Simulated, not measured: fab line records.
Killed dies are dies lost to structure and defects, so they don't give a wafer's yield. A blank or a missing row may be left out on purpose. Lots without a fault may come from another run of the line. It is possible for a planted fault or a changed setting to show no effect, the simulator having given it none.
Chamber matching | flow sky130 | 4 sister chambers for SKY_PASSIVATION_ETCH_11 on rieDiel-03
The step etches the open film in CF4/O2, stops on AlCu, target depth 725 nm, time 161.1 s. 8 wafers are shown with their chamber, then 8 later ones without.

## EACH WAFER AND ITS CHAMBER
wafer  | chamber | drypumpMotorCurrentA (A) | oesProductAu (a.u.)
L430.2 | 1       | 5.9                      | 0.957
L430.6 | 0       | 6.0                      | 0.979
L431.2 | 1       | 5.9                      | 0.974
L434.5 | 2       | 5.7                      | 0.974
L435.2 | 3       | 5.5                      | 0.978
L435.3 | 0       | 6.1                      | 0.980
L435.6 | 2       | 5.7                      | 0.974
L436.1 | 3       | 5.5                      | 0.982

## WAFERS WHOSE CHAMBER IS MISSING
wafer  | drypumpMotorCurrentA (A) | oesProductAu (a.u.)
L436.2 | 6.0                      | 0.979
L436.3 | 5.6                      | 0.972
L445.2 | 5.5                      | 0.974
L445.3 | 5.7                      | 0.977
L445.5 | 5.5                      | 0.989
L451.1 | 5.5                      | 0.978
L451.3 | 5.7                      | 0.989
L451.6 | 5.9                      | 0.965

## WHICH CHAMBER EACH WENT THROUGH
wafer  | from the rows above     | in truth
L436.2 | 0                       | 0
L436.3 | can't be placed: 2 or 3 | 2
L445.2 | 3                       | 3
L445.3 | 2                       | 2
L445.5 | 3                       | 3
L451.1 | 3                       | 3
L451.3 | 2                       | 2
L451.6 | 1                       | 1
Correct placement for 7 of the 8. Cannot be placed on the basis of these rows: 1; the candidates contain the true chamber in 1. Wrongly placed: 0.
How it was worked out, from the rows above alone: a wafer's distance from a chamber is the root of the sum, over the readings, of the square of ((its reading less the chamber's mean) divided by the reading's scatter). The wafer belongs to the nearest chamber; if the next one is less than 2 further off, it can't be placed. For every chamber, the mean is computed from those of its wafers that are shown. The scatter is the square root of a quotient: the sum, over the shown wafers, of each reading's squared deviation from its chamber's mean, divided by wafers minus chambers.
